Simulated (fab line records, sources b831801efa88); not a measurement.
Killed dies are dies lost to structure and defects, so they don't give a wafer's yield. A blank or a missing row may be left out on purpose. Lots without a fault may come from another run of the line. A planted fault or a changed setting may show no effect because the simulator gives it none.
Problem report in the 8D (eight disciplines) form, filled by code | flow sky130 | the parts of the form that need people (team, actions taken, sign-off) are left out

1. THE PROBLEM
dose_ions_cm2 at SKY_LDD_N_IMPLANT_08 reads a mean of 8.4e+13 on 6 wafers of 2 lots; wafers without a fault read 7.5e+13 with a standard deviation of 7.4e+10. That is +99 or more standard deviations from the usual mean.
First seen on wafer L639.3, day 20 17:03, on implanter-01. The record holds 18 wafers of 6 lots with a number at this step. Rule for "out", or "out of limits": more than 4 standard deviations from the usual mean. The other wafers with a number count as sound.

2. WHAT IT IS AND WHAT IT IS NOT
question                    | is                                | is not
which readings at this step | dose_ions_cm2, faraday_current_uA | end_station_pressure_torr, rotation_deg
which lots                  | L639, L640                        | L635, L646, L651, L652
which wafers of those lots  | all that have a number            | -
read on which tools         | implanter-01                      | implanter-02, implanter-03
when                        | from day 20 17:03                 | up to then (3 sound wafers); but 9 sound wafers of L646, L651, L652 came after

3. SUSPECTS, AND WHAT RULES EACH OUT
Counting: a tool at a process step up to the reading stays a suspect if it ran every lot that is out and no sound lot after the first of them.
- implanter-01 at SKY_LDD_N_IMPLANT_08: kept. It ran every lot that is out, first L639 (day 20 17:03), and no sound lot after that; its last sound lot up to then is L635 (day 19 00:39). Its own readings are out on those wafers: dose_ions_cm2, faraday_current_uA.
Left after counting: implanter-01 at SKY_LDD_N_IMPLANT_08.

4. THE CAUSE (what the simulator had put in)
Process parameter drift: implanter-01, from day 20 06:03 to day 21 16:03, at SKY_LDD_N_IMPLANT_08. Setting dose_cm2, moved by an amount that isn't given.
Counting left only this tool.

5. THE CHAIN OF EFFECTS, in route order
Each row: a reading whose mean over the struck wafers that have a number lies more than 3 standard deviations from the usual. Only readings for which the record gives a usual standard deviation are gone through. hours: the time from each lot's start at the first step in this table that gives one to its start at this step, as a median over the lots. sigmas: the change in usual standard deviations.
hours | step                 | reading            | usual   | on struck wafers | change   | sigmas
0     | SKY_LDD_N_IMPLANT_08 | dose_ions_cm2      | 7.5e+13 | 8.4e+13          | +9.1e+12 | +99 or more
0     | SKY_LDD_N_IMPLANT_08 | faraday_current_uA | 422     | 474              | +52      | +5.9
The process steps in it:
- SKY_LDD_N_IMPLANT_08

6. WHAT WOULD HAVE CAUGHT IT SOONER
In this record the first reading out of limits was taken at day 20 17:03, 11 hours after the fault began at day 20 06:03.
